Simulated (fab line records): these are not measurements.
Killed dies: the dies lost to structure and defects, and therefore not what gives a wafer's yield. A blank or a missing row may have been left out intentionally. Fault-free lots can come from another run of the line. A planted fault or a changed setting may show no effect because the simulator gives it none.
fab line records	flow sky130
[record] lots = 5	wafers = 15	last-day = 50
route steps=708 shown LDD_HVN@267 LDD_HVP@278
lots with no fault: from the same line, run without faults
start-h: hours from the record's opening day to when the first of the lot's shown wafers began	wait-h: hours elapsed since this lot's preceding step	" the same as in the row above	L1.1+2: several wafers, shown together as one row	- either no value or no given start	* or withheld: withheld	< > ~ a bound
route shown NAME@n: a module of which the file shows steps, and the number in the route of the first	usual: the fault-free wafers' mean and standard deviation	same: alike in all rows	chamber/n: place in a boat	sites: the reading at each site	_std_site: the standard deviation of these	_edge_site: mean of outer sites minus mean of inner sites	radius-mm: how far each site lies from the wafer's centre	mask NAME#n: copy n	behind: the most recent tool/chamber to have shaped the wafer	hold: reason for holding the lot/hours on hold/outcome of the hold	device: names the non-switching transistor (n, p or np)	end of line: at the end of the route, the tests of the same wafers	for a step that has no rows: nothing shown but its recipe	killed: not the wafer's yield, but the dies lost to structure and defects at the first sort	map: the dies of a wafer, with x for killed, . for not killed, _ for no die there
set.NAME: the run value of the setting; set.NAME@STEP: its run value at that earlier step	model.NAME: the simulator's own value behind a step, which no gauge read
lots seen at some steps along the route; tables by step, rows by wafer
services: a tool's chamber out of use, with start hour (start-h, from the record's first day; less than 0 if before it), hours out, and reason
[[steps]]
[step SKY_LDD_HVN_DEHYDRATE_00]
[recipe] temp-c = 200	time-s = 60
[same] time-s = 60
lot.wafer	tool	chamber	start-h	wait-h
L081.2+5+6	litho-track-04	0	511.50	14.8
L088.1+2+4	litho-track-03	0	573.37	14.3
L089.1+2+3	litho-track-03	0	584.22	14.3
L091.1+2+3	litho-track-04	0	602.93	14.1
L096.1+2+6	litho-track-03	0	636.22	13.2
[step SKY_LDD_HVN_HMDS_01]
[recipe] prime-time-s = 60	prime-temp-c = 120
[same] prime-time-s = 60
lot.wafer	tool	chamber	start-h	wait-h
L081.2+5+6	litho-track-04	0	511.65	0.1
L088.1+2+4	litho-track-03	0	573.52	0.1
L089.1+2+3	litho-track-03	0	584.37	0.1
L091.1+2+3	litho-track-04	0	603.08	0.1
L096.1+2+6	litho-track-03	0	636.37	0.1
[step SKY_LDD_HVN_COAT_02]
[recipe] resist = NOVOLAK	spin-rpm = 3000	resist-thk-nm = 300
lot.wafer	tool	chamber	start-h	wait-h
L081.2+5+6	litho-track-04	0	511.80	0.1
L088.1+2+4	litho-track-03	0	573.67	0.1
L089.1+2+3	litho-track-03	0	584.52	0.1
L091.1+2+3	litho-track-04	0	603.23	0.1
L096.1+2+6	litho-track-03	0	636.52	0.1
[step SKY_LDD_HVN_SOFTBAKE_03]
[recipe] temp-c = 90	time-s = 60	resist = NOVOLAK
[same] time-s = 60
lot.wafer	tool	chamber	start-h	wait-h
L081.2+5+6	litho-track-04	0	511.95	0.1
L088.1+2+4	litho-track-03	0	573.82	0.1
L089.1+2+3	litho-track-03	0	584.67	0.1
L091.1+2+3	litho-track-04	0	603.38	0.1
L096.1+2+6	litho-track-03	0	636.67	0.1
[step SKY_LDD_HVN_EXPOSE_04]
[recipe] mask-id = HVNTM	na = 0.6	source-shape = conventional	sigma-outer = 0.6	polarization = unpolarized	target-cd-nm = 700	dose-mj = 127
[usual] focus-offset-nm = 0.0/0.55
[same] na = 0.6
lot.wafer	tool	chamber	start-h	wait-h	mask	focus-offset-nm
L081.2	iline-stepper-02	0	-	-	HVNTM#0	-0.3
L081.5	"	0	"	"	HVNTM#0	-0.4
L081.6	"	0	"	"	HVNTM#0	0.2
L088.1	iline-stepper-01	0	-	-	HVNTM#0	0.0
L088.2	"	0	"	"	HVNTM#0	0.2
L088.4	"	0	"	"	HVNTM#0	0.1
L089.1	iline-stepper-01	0	-	-	HVNTM#0	-0.5
L089.2	"	0	"	"	HVNTM#0	-1.0
L089.3	"	0	"	"	HVNTM#0	-0.7
L091.1	iline-stepper-02	0	-	-	HVNTM#0	-0.1
L091.2	"	0	"	"	HVNTM#0	-0.6
L091.3	"	0	"	"	HVNTM#0	-0.7
L096.1	iline-stepper-02	0	-	-	HVNTM#0	-0.2
L096.2	"	0	"	"	HVNTM#0	1.1
L096.6	"	0	"	"	HVNTM#0	-0.1
[step SKY_LDD_HVN_PEB_05]
[recipe] temp-c = withheld	time-s = *	resist = NOVOLAK
[same] time-s = *
lot.wafer	tool	chamber	start-h	wait-h
L081.2+5+6	litho-track-03	0	-	-
L088.1+2+4	litho-track-01	0	-	-
L089.1+2+3	litho-track-01	0	-	-
L091.1+2+3	litho-track-04	0	-	-
L096.1+2+6	litho-track-01	0	-	-
[step SKY_LDD_HVN_DEVELOP_06]
[recipe] resist = NOVOLAK	developer = TMAH	develop-time-s = 60	dev-temp-c = 23
[same] develop-time-s = 60
lot.wafer	tool	chamber	start-h	wait-h
L081.2+5+6	litho-track-03	0	526.55	0.1
L088.1+2+4	litho-track-01	0	588.87	0.1
L089.1+2+3	litho-track-01	0	598.87	0.1
L091.1+2+3	litho-track-04	0	617.93	0.1
L096.1+2+6	litho-track-01	0	650.86	0.1
[step SKY_LDD_HVN_OVL_MEAS_07]
[usual] LDD_HVN_OVL = 0.4/1.4
lot.wafer	tool	chamber	start-h	wait-h	LDD_HVN_OVL[nm]
L081.2	overlay-01	-	526.68	0.1	-0.2
L081.5	"	-	"	"	1.1
L081.6	"	-	"	"	-1.6
L088.1	overlay-01	-	589.02	0.1	-0.4
L088.2	"	-	"	"	1.2
L088.4	"	-	"	"	0.9
L089.1	overlay-02	-	599.02	0.1	1.1
L089.2	"	-	"	"	1.9
L089.3	"	-	"	"	1.6
L091.1	overlay-02	-	618.08	0.1	0.2
L091.2	"	-	"	"	1.2
L091.3	"	-	"	"	0.7
L096.1	overlay-02	-	651.01	0.1	0.8
L096.2	"	-	"	"	2.0
L096.6	"	-	"	"	2.1
[step SKY_LDD_HVN_IMPLANT_08]
[recipe] species = P	energy-kev = 60	dose-cm2 = 3e+13	tilt-deg = 40
lot.wafer	tool	chamber	start-h	wait-h
L081.2+5+6	implanter-04	0	526.74	0.0
L088.1+2+4	implanter-04	0	589.05	0.0
L089.1+2+3	implanter-01	0	599.05	0.0
L091.1+2+3	implanter-04	0	618.11	0.0
L096.1+2+6	implanter-03	0	651.05	0.0
[step SKY_LDD_HVN_STRIP_09]
[recipe] chemistry = O2/N2	power-w = 1400	pressure-mtorr = 1500	platen-temp-c = withheld	o2-flow-sccm = 3000	n2-flow-sccm = 300	overash-fraction = 0.5
[usual] drypump-motor-current-A = 5.4/0.59	oes-product-au = 0.408/0.0046	strip-time-to-endpoint-s = 4.135/0.015
lot.wafer	tool	chamber	start-h	wait-h	drypump-motor-current-A	oes-product-au	rf-hours-counter-h	strip-time-to-endpoint-s
L081.2	plasma-asher-04	0	526.86	0.1	5.0	0.400	9	4.142
L081.5	"	1	"	"	5.4	0.406	-	4.124
L081.6	"	0	"	"	5.0	0.410	-	4.143
L088.1	plasma-asher-03	0	589.20	0.1	6.5	0.414	79	4.173
L088.2	"	1	"	"	4.9	0.414	79	4.165
L088.4	"	0	"	"	6.5	0.411	-	4.163
L089.1	plasma-asher-04	0	599.20	0.1	5.0	0.407	16	4.166
L089.2	"	1	"	"	5.4	0.404	16	4.127
L089.3	"	0	"	"	5.0	0.409	-	4.156
L091.1	plasma-asher-04	0	618.26	0.1	5.0	0.408	18	4.102
L091.2	"	1	"	"	5.4	0.403	18	4.104
L091.3	"	0	"	"	5.0	0.415	-	4.120
L096.1	plasma-asher-04	1	651.20	0.1	5.4	0.416	21	4.139
L096.2	"	0	"	"	5.0	0.405	21	4.128
L096.6	"	1	"	"	5.4	0.413	-	4.119
[step SKY_LDD_HVN_TW_MEAS_10]
[usual] LDD_HVN_TW = 1439/8.4
lot.wafer	tool	chamber	start-h	wait-h	LDD_HVN_TW
L081.2	film-metro-03	-	526.97	0.1	1428
L081.5	"	-	"	"	1440
L081.6	"	-	"	"	1438
L088.1	film-metro-02	-	589.30	0.1	1437
L088.2	"	-	"	"	1444
L088.4	"	-	"	"	1435
L089.1	film-metro-03	-	599.30	0.1	1438
L089.2	"	-	"	"	1436
L089.3	"	-	"	"	1437
L091.1	film-metro-02	-	618.36	0.1	1426
L091.2	"	-	"	"	1432
L091.3	"	-	"	"	1430
L096.1	film-metro-03	-	651.30	0.1	1428
L096.2	"	-	"	"	1433
L096.6	"	-	"	"	1430
[step SKY_LDD_HVP_DEHYDRATE_00]
[recipe] temp-c = 200	time-s = 60
[same] time-s = 60
lot.wafer	tool	chamber	start-h	wait-h
L081.2+5+6	litho-track-04	0	541.25	14.3
L088.1+2+4	litho-track-04	0	603.53	14.2
L089.1+2+3	litho-track-04	0	613.48	14.2
L091.1+2+3	litho-track-01	0	632.26	13.9
L096.1+2+6	litho-track-02	0	664.28	13.0
[step SKY_LDD_HVP_HMDS_01]
[recipe] prime-time-s = 60	prime-temp-c = 120
[same] prime-time-s = 60
lot.wafer	tool	chamber	start-h	wait-h
L081.2+5+6	litho-track-04	0	541.40	0.1
L088.1+2+4	litho-track-04	0	603.68	0.1
L089.1+2+3	litho-track-04	0	613.63	0.1
L091.1+2+3	litho-track-01	0	632.41	0.1
L096.1+2+6	litho-track-02	0	664.43	0.1
[step SKY_LDD_HVP_COAT_02]
[recipe] resist = NOVOLAK	spin-rpm = 3000	resist-thk-nm = 300
lot.wafer	tool	chamber	start-h	wait-h
L081.2+5+6	litho-track-04	0	541.55	0.1
L088.1+2+4	litho-track-04	0	603.83	0.1
L089.1+2+3	litho-track-04	0	613.78	0.1
L091.1+2+3	litho-track-01	0	632.56	0.1
L096.1+2+6	litho-track-02	0	664.58	0.1
[step SKY_LDD_HVP_SOFTBAKE_03]
[recipe] temp-c = 90	time-s = 60	resist = NOVOLAK
[same] time-s = 60
lot.wafer	tool	chamber	start-h	wait-h
L081.2+5+6	litho-track-04	0	541.70	0.1
L088.1+2+4	litho-track-04	0	603.98	0.1
L089.1+2+3	litho-track-04	0	613.93	0.1
L091.1+2+3	litho-track-01	0	632.71	0.1
L096.1+2+6	litho-track-02	0	664.73	0.1
[step SKY_LDD_HVP_EXPOSE_04]
[recipe] mask-id = HVPTM	na = 0.6	source-shape = conventional	sigma-outer = 0.6	polarization = unpolarized	target-cd-nm = 700	dose-mj = 86
[usual] focus-offset-nm = 0.0/0.59
[same] na = 0.6
lot.wafer	tool	chamber	start-h	wait-h	mask	focus-offset-nm
L081.2	iline-stepper-02	0	-	-	HVPTM#0	0.1
L081.5	"	0	"	"	HVPTM#0	-0.4
L081.6	"	0	"	"	HVPTM#0	0.0
L088.1	iline-stepper-01	0	-	-	HVPTM#0	0.7
L088.2	"	0	"	"	HVPTM#0	0.3
L088.4	"	0	"	"	HVPTM#0	-0.1
L089.1	iline-stepper-02	0	-	-	HVPTM#0	-0.1
L089.2	"	0	"	"	HVPTM#0	0.0
L089.3	"	0	"	"	HVPTM#0	0.1
L091.1	iline-stepper-01	0	-	-	HVPTM#0	-0.5
L091.2	"	0	"	"	HVPTM#0	-0.6
L091.3	"	0	"	"	HVPTM#0	0.4
L096.1	iline-stepper-02	0	-	-	HVPTM#0	0.0
L096.2	"	0	"	"	HVPTM#0	0.0
L096.6	"	0	"	"	HVPTM#0	-0.3
[step SKY_LDD_HVP_PEB_05]
[recipe] temp-c = withheld	time-s = *	resist = NOVOLAK
[same] time-s = *
lot.wafer	tool	chamber	start-h	wait-h
L081.2+5+6	litho-track-04	0	-	-
L088.1+2+4	litho-track-01	0	-	-
L089.1+2+3	litho-track-02	0	-	-
L091.1+2+3	litho-track-01	0	-	-
L096.1+2+6	litho-track-02	0	-	-
[step SKY_LDD_HVP_DEVELOP_06]
[recipe] resist = NOVOLAK	developer = TMAH	develop-time-s = 60	dev-temp-c = 23
[same] develop-time-s = 60
lot.wafer	tool	chamber	start-h	wait-h
L081.2+5+6	litho-track-04	0	556.85	0.1
L088.1+2+4	litho-track-01	0	618.42	0.1
L089.1+2+3	litho-track-02	0	628.23	0.1
L091.1+2+3	litho-track-01	0	646.66	0.1
L096.1+2+6	litho-track-02	0	678.73	0.1
[step SKY_LDD_HVP_OVL_MEAS_07]
[usual] LDD_HVP_OVL = 0.5/1.5
lot.wafer	tool	chamber	start-h	wait-h	LDD_HVP_OVL[nm]
L081.2	overlay-01	-	556.98	0.1	1.0
L081.5	"	-	"	"	2.7
L081.6	"	-	"	"	0.7
L088.1	overlay-02	-	618.57	0.1	-1.8
L088.2	"	-	"	"	-0.3
L088.4	"	-	"	"	-2.2
L089.1	overlay-01	-	628.38	0.1	-0.8
L089.2	"	-	"	"	0.5
L089.3	"	-	"	"	0.8
L091.1	overlay-01	-	646.81	0.1	-1.3
L091.2	"	-	"	"	0.5
L091.3	"	-	"	"	2.1
L096.1	overlay-02	-	678.88	0.1	-0.1
L096.2	"	-	"	"	1.1
L096.6	"	-	"	"	0.2
[step SKY_LDD_HVP_IMPLANT_08]
[recipe] species = B	energy-kev = 20	dose-cm2 = 1.7e+13	tilt-deg = 17.9
lot.wafer	tool	chamber	start-h	wait-h
L081.2+5+6	implanter-02	0	557.04	0.0
L088.1+2+4	implanter-02	0	618.60	0.0
L089.1+2+3	implanter-03	0	628.42	0.0
L091.1+2+3	implanter-02	0	646.85	0.0
L096.1+2+6	implanter-04	0	678.92	0.0
[step SKY_LDD_HVP_STRIP_09]
[recipe] chemistry = O2/N2	power-w = 1400	pressure-mtorr = 1500	platen-temp-c = withheld	o2-flow-sccm = 3000	n2-flow-sccm = 300	overash-fraction = 0.5
[usual] drypump-motor-current-A = 5.5/0.5	oes-product-au = 0.409/0.0049	strip-time-to-endpoint-s = 4.138/0.015
lot.wafer	tool	chamber	start-h	wait-h	drypump-motor-current-A	oes-product-au	rf-hours-counter-h	strip-time-to-endpoint-s
L081.2	plasma-asher-02	0	557.16	0.1	6.4	0.407	84	4.140
L081.5	"	1	"	"	5.5	0.408	-	4.162
L081.6	"	0	"	"	6.5	0.406	-	4.162
L088.1	plasma-asher-02	1	618.75	0.1	5.5	0.410	91	4.143
L088.2	"	0	"	"	6.5	0.415	91	4.150
L088.4	"	1	"	"	5.5	0.407	-	4.150
L089.1	plasma-asher-04	1	628.57	0.1	5.4	0.401	19	4.163
L089.2	"	0	"	"	5.0	0.403	19	4.127
L089.3	"	0	"	"	5.0	0.408	-	4.118
L091.1	plasma-asher-04	0	647.00	0.1	5.0	0.410	21	4.162
L091.2	"	1	"	"	5.5	0.399	21	4.133
L091.3	"	1	"	"	5.5	0.402	-	4.138
L096.1	plasma-asher-04	1	679.07	0.1	5.4	0.400	25	4.133
L096.2	"	0	"	"	5.0	0.408	25	4.104
L096.6	"	0	"	"	5.0	0.406	-	4.135
[[services]]
tool	chamber	start-h	hours	kind
implanter-03	-	487.83	4.0	repair
plasma-asher-03	-	489.27	2.8	pm
implanter-01	-	504.81	2.8	pm
iline-stepper-01	-	528.81	12.3	repair
implanter-02	-	534.53	0.5	repair
implanter-01	-	555.45	2.3	repair
litho-track-01	-	568.68	-	consumable-replace:filter
iline-stepper-02	-	570.68	4.4	pm
iline-stepper-02	0	594.29	-	calibration
plasma-asher-04	-	611.55	4.1	repair
implanter-03	-	616.89	2.8	repair
implanter-03	-	630.31	3.2	repair
plasma-asher-02	-	642.09	20.1	pm
implanter-02	-	660.79	16.3	repair
implanter-02	-	670.92	4.9	repair
implanter-02	-	677.06	1.9	pm
iline-stepper-01	0	678.29	-	calibration
[[key]]
fault none
